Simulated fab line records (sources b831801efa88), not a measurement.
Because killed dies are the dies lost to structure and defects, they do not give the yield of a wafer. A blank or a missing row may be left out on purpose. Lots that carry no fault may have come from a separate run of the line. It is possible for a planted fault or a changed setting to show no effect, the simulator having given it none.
fab line records -- flow gf180mcu
record lots=14, wafers=42, lastDay=34
route steps=602 shown M1@317 V1@335
lots with no fault: from the same line, run without faults
startH: hours from the record's opening day to when the first of the lot's shown wafers began -- waitH: how many hours have passed since the lot's step before this one -- " as in the row above -- L1.1+2: a row that stands for several wafers -- - no value present, or no start provided -- * or withheld: withheld -- < > ~ a bound
route shown NAME@n: NAME is a module with steps in the file, n the number in the route of the first one -- usual: the fault-free wafers' mean and standard deviation -- same: alike in all rows -- chamber/n: place in a boat -- sites: each site's reading -- _std_site: standard deviation across them -- _edge_site: mean of outer sites minus mean of inner sites -- radiusMm: how far each site lies from the wafer's centre -- mask NAME#n: copy n -- behind: the tool/chamber that last shaped the wafer -- hold: reason for holding the lot/hours on hold/outcome of the hold -- device: transistor that didn't switch, given as n, p or np -- end of line: at the end of the route, the tests of the same wafers -- step lacking rows: just its recipe -- killed: dies that structure and defects cost at the first sort, which is not the same as the wafer's yield -- map: the dies of a wafer, with x for killed, . for not killed, _ for no die there
set.NAME: the run value of the setting; set.NAME@STEP: its run value at that earlier step -- model.NAME: the simulator's own value behind a step, which no gauge read
steps of the route over a sample of lots; a table a step, a row a wafer
services: when a tool's chamber went out of use (startH, in hours from the record's first day, below 0 if earlier), for how many hours, and the reason
## steps
# step GF_M1_SPUTTER_02
# recipe material=AlCu, targetThkNm=450, powerW=10600, timeS=23.9, chamberPressurePa=0.4187
# usual cathodeDcPowerW=10600/2.1, throttleValvePct=30.1/1
lot.wafer,tool,chamber,startH,waitH,cathodeDcPowerW,throttleValvePct
L577.4,pvdSputter-01,-,364.51,0.0,10602,30.9
L577.5,pvdSputter-01,-,364.51,0.0,10603,31.0
L577.6,pvdSputter-01,-,364.51,0.0,10597,30.3
L578.1,pvdSputter-02,-,371.08,0.0,10601,27.7
L578.2,pvdSputter-02,-,371.08,0.0,10605,30.3
L578.3,pvdSputter-02,-,371.08,0.0,10601,30.6
L579.1,pvdSputter-01,-,380.28,0.0,10601,30.2
L579.4,pvdSputter-01,-,380.28,0.0,10603,31.0
L579.5,pvdSputter-01,-,380.28,0.0,10599,30.3
L584.1,pvdSputter-04,-,426.93,0.0,10601,31.7
L584.4,pvdSputter-04,-,426.93,0.0,10603,29.5
L584.5,pvdSputter-04,-,426.93,0.0,10601,29.3
L585.1,pvdSputter-01,-,442.89,0.0,10603,30.1
L585.4,pvdSputter-01,-,442.89,0.0,10602,30.7
L585.5,pvdSputter-01,-,442.89,0.0,10602,30.7
L586.1,pvdSputter-01,-,458.71,0.0,10599,30.3
L586.4,pvdSputter-01,-,458.71,0.0,10602,30.2
L586.6,pvdSputter-01,-,458.71,0.0,10600,30.5
L587.2,pvdSputter-04,-,460.90,0.0,10598,29.2
L587.3,pvdSputter-04,-,460.90,0.0,10602,28.8
L587.4,pvdSputter-04,-,460.90,0.0,10601,31.8
L588.2,pvdSputter-04,-,467.94,0.0,10601,30.4
L588.4,pvdSputter-04,-,467.94,0.0,10600,29.5
L588.6,pvdSputter-04,-,467.94,0.0,10601,28.8
L589.1,pvdSputter-04,-,471.32,0.0,10598,31.6
L589.3,pvdSputter-04,-,471.32,0.0,10600,30.6
L589.4,pvdSputter-04,-,471.32,0.0,10600,28.9
L591.1,pvdSputter-02,-,494.55,0.0,10600,27.8
L591.2,pvdSputter-02,-,494.55,0.0,10600,30.9
L591.5,pvdSputter-02,-,494.55,0.0,10605,30.5
L592.2,pvdSputter-04,-,502.91,0.0,10604,31.7
L592.5,pvdSputter-04,-,502.91,0.0,10596,29.5
L592.6,pvdSputter-04,-,502.91,0.0,10603,31.8
L593.1,pvdSputter-04,-,513.44,0.0,10601,29.2
L593.2,pvdSputter-04,-,513.44,0.0,10599,29.1
L593.6,pvdSputter-04,-,513.44,0.0,10600,29.2
L594.3,pvdSputter-04,-,518.09,0.0,10601,29.2
L594.4,pvdSputter-04,-,518.09,0.0,10601,28.9
L594.6,pvdSputter-04,-,518.09,0.0,10599,28.8
L600.2,pvdSputter-02,-,567.36,0.0,10601,30.2
L600.5,pvdSputter-02,-,567.36,0.0,10599,28.0
L600.6,pvdSputter-02,-,567.36,0.0,10601,30.6
# step GF_M1_RS_MEAS_05
# recipe thkMeasGauge=four-point-probe, reads=TiN_of_M1_SPUTTER_04+Ti_of_M1_SPUTTER_03+AlCu_of_M1_SPUTTER_02+TiN_of_M1_SPUTTER_01+Ti_of_M1_SPUTTER_00
# usual M1_ALCU_RS=0.0704/0.00071
lot.wafer,tool,chamber,startH,waitH,M1_ALCU_RS[ohm/sq]
L577.4,filmMetro-01,-,364.66,0.1,0.0712
L577.5,filmMetro-01,-,364.66,0.1,0.0717
L577.6,filmMetro-01,-,364.66,0.1,0.0708
L578.1,filmMetro-01,-,371.17,0.0,0.0698
L578.2,filmMetro-01,-,371.17,0.0,0.0704
L578.3,filmMetro-01,-,371.17,0.0,0.0704
L579.1,filmMetro-04,-,380.37,0.0,0.0698
L579.4,filmMetro-04,-,380.37,0.0,0.0717
L579.5,filmMetro-04,-,380.37,0.0,0.0709
L584.1,filmMetro-01,-,427.02,0.0,0.0710
L584.4,filmMetro-01,-,427.02,0.0,0.0719
L584.5,filmMetro-01,-,427.02,0.0,0.0707
L585.1,filmMetro-04,-,442.98,0.0,0.0709
L585.4,filmMetro-04,-,442.98,0.0,0.0712
L585.5,filmMetro-04,-,442.98,0.0,0.0713
L586.1,filmMetro-03,-,458.80,0.0,0.0703
L586.4,filmMetro-03,-,458.80,0.0,0.0695
L586.6,filmMetro-03,-,458.80,0.0,0.0708
L587.2,filmMetro-04,-,461.01,0.0,0.0715
L587.3,filmMetro-04,-,461.01,0.0,0.0703
L587.4,filmMetro-04,-,461.01,0.0,0.0705
L588.2,filmMetro-01,-,468.05,0.0,0.0691
L588.4,filmMetro-01,-,468.05,0.0,0.0697
L588.6,filmMetro-01,-,468.05,0.0,0.0695
L589.1,filmMetro-04,-,471.41,0.0,0.0710
L589.3,filmMetro-04,-,471.41,0.0,0.0713
L589.4,filmMetro-04,-,471.41,0.0,0.0717
L591.1,filmMetro-04,-,494.64,0.0,0.0707
L591.2,filmMetro-04,-,494.64,0.0,0.0693
L591.5,filmMetro-04,-,494.64,0.0,0.0698
L592.2,filmMetro-03,-,503.02,0.0,0.0693
L592.5,filmMetro-03,-,503.02,0.0,0.0709
L592.6,filmMetro-03,-,503.02,0.0,0.0698
L593.1,filmMetro-01,-,513.53,0.0,0.0706
L593.2,filmMetro-01,-,513.53,0.0,0.0692
L593.6,filmMetro-01,-,513.53,0.0,0.0704
L594.3,filmMetro-01,-,518.22,0.1,0.0700
L594.4,filmMetro-01,-,518.22,0.1,0.0697
L594.6,filmMetro-01,-,518.22,0.1,0.0700
L600.2,filmMetro-01,-,567.47,0.0,0.0704
L600.5,filmMetro-01,-,567.47,0.0,0.0708
L600.6,filmMetro-01,-,567.47,0.0,0.0716
# step GF_V1_CVD_00
# recipe material=SiO2, targetThkNm=600, sigmaOpenFrac=0.3, tempC=400, timeS=97.07, sih4FlowSccm=60, pressureMtorr=6
# usual pressureMtorr=6.001/0.011, runLengthS=128.1/0.42, sih4FlowSccm=59.99/0.19, susceptorTempC=400.03/0.23
lot.wafer,tool,chamber,startH,waitH,pressureMtorr,runLengthS,sih4FlowSccm,susceptorTempC
L577.4,hdpcvd-01,0,388.50,0.0,6.001,127.9,59.86,399.94
L577.5,hdpcvd-01,1,388.50,0.0,6.004,128.1,60.07,400.30
L577.6,hdpcvd-01,2,388.50,0.0,6.001,128.7,59.82,400.24
L578.1,hdpcvd-01,1,394.64,0.0,5.995,128.2,59.96,400.21
L578.2,hdpcvd-01,2,394.64,0.0,6.010,128.0,60.14,399.84
L578.3,hdpcvd-01,0,394.64,0.0,5.991,127.8,59.91,399.82
L579.1,hdpcvd-01,0,403.95,0.0,6.012,127.9,59.77,400.07
L579.4,hdpcvd-01,1,403.95,0.0,5.996,127.9,59.98,400.00
L579.5,hdpcvd-01,2,403.95,0.0,5.998,127.8,60.20,400.27
L584.1,hdpcvd-01,1,452.35,0.0,6.000,128.4,60.09,400.01
L584.4,hdpcvd-01,1,452.35,0.0,5.989,127.9,60.14,400.31
L584.5,hdpcvd-01,0,452.35,0.0,5.997,128.1,59.83,399.87
L585.1,hdpcvd-01,1,468.05,0.0,5.990,128.0,60.25,400.53
L585.4,hdpcvd-01,1,468.05,0.0,6.017,128.1,60.23,400.01
L585.5,hdpcvd-01,2,468.05,0.0,6.007,127.9,60.01,399.82
L586.1,hdpcvd-02,0,484.02,0.0,6.006,128.2,59.94,400.14
L586.4,hdpcvd-02,1,484.02,0.0,6.005,127.4,60.07,399.99
L586.6,hdpcvd-02,2,484.02,0.0,6.028,129.1,59.99,400.01
L587.2,hdpcvd-01,1,486.01,0.0,6.005,127.9,59.84,399.86
L587.3,hdpcvd-01,0,486.01,0.0,5.992,128.1,60.50,399.77
L587.4,hdpcvd-01,2,486.01,0.0,5.994,128.0,60.02,399.98
L588.2,hdpcvd-02,1,493.05,0.0,5.995,127.6,60.20,399.93
L588.4,hdpcvd-02,0,493.05,0.0,5.999,128.1,60.31,400.39
L588.6,hdpcvd-02,1,493.05,0.0,6.006,127.3,60.09,399.99
L589.1,hdpcvd-01,2,496.31,0.0,5.995,128.4,59.95,400.19
L589.3,hdpcvd-01,1,496.31,0.0,6.004,128.2,60.29,400.11
L589.4,hdpcvd-01,0,496.31,0.0,6.007,128.2,60.03,399.86
L591.1,hdpcvd-02,0,519.05,0.0,-,-,-,-
L591.2,hdpcvd-02,2,519.05,0.0,-,-,-,-
L591.5,hdpcvd-02,2,519.05,0.0,-,-,-,-
L592.2,hdpcvd-02,1,526.91,0.0,-,-,-,-
L592.5,hdpcvd-02,2,526.91,0.0,-,-,-,-
L592.6,hdpcvd-02,0,526.91,0.0,-,-,-,-
L593.1,hdpcvd-02,1,538.00,0.0,5.996,127.9,60.11,400.38
L593.2,hdpcvd-02,0,538.00,0.0,6.010,128.4,59.65,399.53
L593.6,hdpcvd-02,0,538.00,0.0,6.022,128.4,60.09,399.62
L594.3,hdpcvd-01,0,542.51,0.0,5.995,128.2,60.00,400.06
L594.4,hdpcvd-01,2,542.51,0.0,6.019,127.9,60.12,400.27
L594.6,hdpcvd-01,1,542.51,0.0,6.028,128.2,59.88,400.22
L600.2,hdpcvd-01,1,590.13,0.0,5.999,127.8,60.04,399.76
L600.5,hdpcvd-01,0,590.13,0.0,5.986,128.1,60.17,400.23
L600.6,hdpcvd-01,2,590.13,0.0,6.004,128.1,60.12,399.94
# step GF_V1_CVD_02
# recipe material=SiO2, targetThkNm=850, precursor=TEOS, tempC=400, timeS=94.851, rfW=600
# usual heaterPowerOuterW=312/68, heaterPowerW=549/87, susceptorTempC=399.99/0.25
lot.wafer,tool,chamber,startH,waitH,heaterPowerOuterW,heaterPowerW,susceptorTempC
L577.4,pecvd-03,1,388.63,0.1,372,669,399.91
L577.5,pecvd-03,2,388.63,0.1,371,597,400.08
L577.6,pecvd-03,1,388.63,0.1,401,672,399.82
L578.1,pecvd-04,2,394.78,0.1,273,503,399.83
L578.2,pecvd-04,0,394.78,0.1,357,625,400.51
L578.3,pecvd-04,1,394.78,0.1,459,689,400.42
L579.1,pecvd-04,1,404.09,0.1,424,669,400.52
L579.4,pecvd-04,2,404.09,0.1,211,429,400.14
L579.5,pecvd-04,1,404.09,0.1,450,696,400.11
L584.1,pecvd-03,2,452.48,0.1,435,693,399.73
L584.4,pecvd-03,1,452.48,0.1,392,683,400.12
L584.5,pecvd-03,0,452.48,0.1,279,487,400.51
L585.1,pecvd-04,0,468.18,0.1,326,582,399.82
L585.4,pecvd-04,2,468.18,0.1,263,501,400.36
L585.5,pecvd-04,0,468.18,0.1,257,494,400.54
L586.1,pecvd-02,2,484.15,0.1,264,504,399.85
L586.4,pecvd-02,1,484.15,0.1,253,442,400.00
L586.6,pecvd-02,0,484.15,0.1,293,559,399.67
L587.2,pecvd-03,0,486.14,0.0,247,471,399.87
L587.3,pecvd-03,2,486.14,0.0,386,614,399.88
L587.4,pecvd-03,0,486.14,0.0,276,517,399.68
L588.2,pecvd-02,2,493.18,0.0,334,599,400.44
L588.4,pecvd-02,1,493.18,0.0,216,394,399.92
L588.6,pecvd-02,2,493.18,0.0,248,496,400.19
L589.1,pecvd-02,0,496.45,0.1,327,593,400.04
L589.3,pecvd-02,1,496.45,0.1,236,424,399.66
L589.4,pecvd-02,1,496.45,0.1,254,445,399.57
L591.1,pecvd-02,1,519.18,0.1,235,414,399.92
L591.2,pecvd-02,2,519.18,0.1,261,493,400.04
L591.5,pecvd-02,2,519.18,0.1,321,604,400.00
L592.2,pecvd-03,0,527.04,0.0,294,529,400.30
L592.5,pecvd-03,0,527.04,0.0,251,476,399.94
L592.6,pecvd-03,2,527.04,0.0,372,601,400.27
L593.1,pecvd-04,0,538.13,0.1,300,557,399.97
L593.2,pecvd-04,1,538.13,0.1,432,665,399.82
L593.6,pecvd-04,2,538.13,0.1,267,492,400.04
L594.3,pecvd-04,0,542.65,0.0,363,630,400.30
L594.4,pecvd-04,1,542.65,0.0,393,629,400.09
L594.6,pecvd-04,0,542.65,0.0,261,515,400.13
L600.2,pecvd-04,1,590.27,0.0,356,570,400.26
L600.5,pecvd-04,1,590.27,0.0,405,628,400.23
L600.6,pecvd-04,2,590.27,0.0,286,517,399.82
# step GF_V1_BOW_MEAS_05
# recipe mode=bow
# usual V1_BOW=81/7.2
lot.wafer,tool,chamber,startH,waitH,V1_BOW[um]
L577.4,filmMetro-04,-,389.12,0.3,79
L577.5,filmMetro-04,-,389.12,0.3,90
L577.6,filmMetro-04,-,389.12,0.3,72
L578.1,filmMetro-03,-,395.21,0.1,93
L578.2,filmMetro-03,-,395.21,0.1,91
L578.3,filmMetro-03,-,395.21,0.1,79
L579.1,filmMetro-04,-,405.55,0.1,79
L579.4,filmMetro-04,-,405.55,0.1,77
L579.5,filmMetro-04,-,405.55,0.1,79
L584.1,filmMetro-03,-,452.91,0.1,92
L584.4,filmMetro-03,-,452.91,0.1,80
L584.5,filmMetro-03,-,452.91,0.1,84
L585.1,filmMetro-04,-,468.64,0.1,82
L585.4,filmMetro-04,-,468.64,0.1,78
L585.5,filmMetro-04,-,468.64,0.1,78
L586.1,filmMetro-03,-,484.58,0.2,92
L586.4,filmMetro-03,-,484.58,0.2,83
L586.6,filmMetro-03,-,484.58,0.2,82
L587.2,filmMetro-03,-,486.59,0.1,82
L587.3,filmMetro-03,-,486.59,0.1,75
L587.4,filmMetro-03,-,486.59,0.1,72
L588.2,filmMetro-02,-,493.63,0.3,77
L588.4,filmMetro-02,-,493.63,0.3,77
L588.6,filmMetro-02,-,493.63,0.3,87
L589.1,filmMetro-04,-,496.88,0.1,81
L589.3,filmMetro-04,-,496.88,0.1,83
L589.4,filmMetro-04,-,496.88,0.1,89
L591.1,filmMetro-02,-,519.65,0.2,61
L591.2,filmMetro-02,-,519.65,0.2,44
L591.5,filmMetro-02,-,519.65,0.2,60
L592.2,filmMetro-02,-,527.53,0.1,49
L592.5,filmMetro-02,-,527.53,0.1,54
L592.6,filmMetro-02,-,527.53,0.1,58
L593.1,filmMetro-04,-,538.56,0.2,85
L593.2,filmMetro-04,-,538.56,0.2,81
L593.6,filmMetro-04,-,538.56,0.2,88
L594.3,filmMetro-02,-,543.12,0.1,90
L594.4,filmMetro-02,-,543.12,0.1,79
L594.6,filmMetro-02,-,543.12,0.1,89
L600.2,filmMetro-02,-,590.72,0.2,94
L600.5,filmMetro-02,-,590.72,0.2,82
L600.6,filmMetro-02,-,590.72,0.2,87
## services
tool,chamber,startH,hours,kind
pecvd-03,0,351.78,63.2,repair
pecvd-03,2,357.61,4.7,repair
pecvd-02,-,368.88,14.0,pm
pecvd-02,-,385.34,3.4,repair
pvdSputter-01,-,391.13,4.3,repair
hdpcvd-02,-,399.44,0.4,repair
hdpcvd-02,-,414.14,1.4,repair
hdpcvd-01,2,420.77,16.7,repair
pecvd-02,2,421.39,22.7,repair
pvdSputter-01,-,429.76,3.0,repair
pecvd-02,-,438.10,1.4,repair
pecvd-04,1,451.70,22.8,repair
hdpcvd-02,-,468.58,0.9,repair
pecvd-03,-,469.98,2.0,repair
pvdSputter-01,-,478.90,2.3,repair
pvdSputter-01,-,490.01,11.6,repair
pecvd-02,-,500.69,2.8,pm
hdpcvd-01,-,527.12,0.3,repair
pvdSputter-04,-,529.79,0.6,repair
hdpcvd-02,-,539.25,15.0,pm
pecvd-04,-,548.14,4.3,pm
hdpcvd-02,-,554.25,14.6,pm
hdpcvd-02,1,580.46,16.3,repair
hdpcvd-01,2,584.25,4.2,repair
## key
firstSign step=GF_V1_CVD_00, reading=toolRecord, direction=missing
effect step=GF_V1_BOW_MEAS_05, reading=V1_BOW, direction=down, sigmas=3.7, usual=81, struck=54
metAt GF_V1_CVD_00
struckLots L591,L592
laterRowsLeftOut L591.1,L591.2,L591.5,L592.2,L592.5,L592.6
sortLeftOut L591.1,L591.2,L591.5,L592.2,L592.5,L592.6
notActingAt GF_M1_SPUTTER_02,GF_M1_RS_MEAS_05,GF_V1_CVD_02
onsetBetween 493.05 519.05
fault kind=skippedStepWhole, tool=hdpcvd-02, chamber=-, onsetH=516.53, steps=GF_V1_CVD_00, scope=struckLotsOnly
# sortLeftOut: the simulated sort isn't trusted on such a fault, so these wafers' sort isn't shown, and their yield isn't known
# laterRowsLeftOut: the simulator's readings of these wafers behind a module that went badly wrong aren't trusted and aren't shown, but for the sort
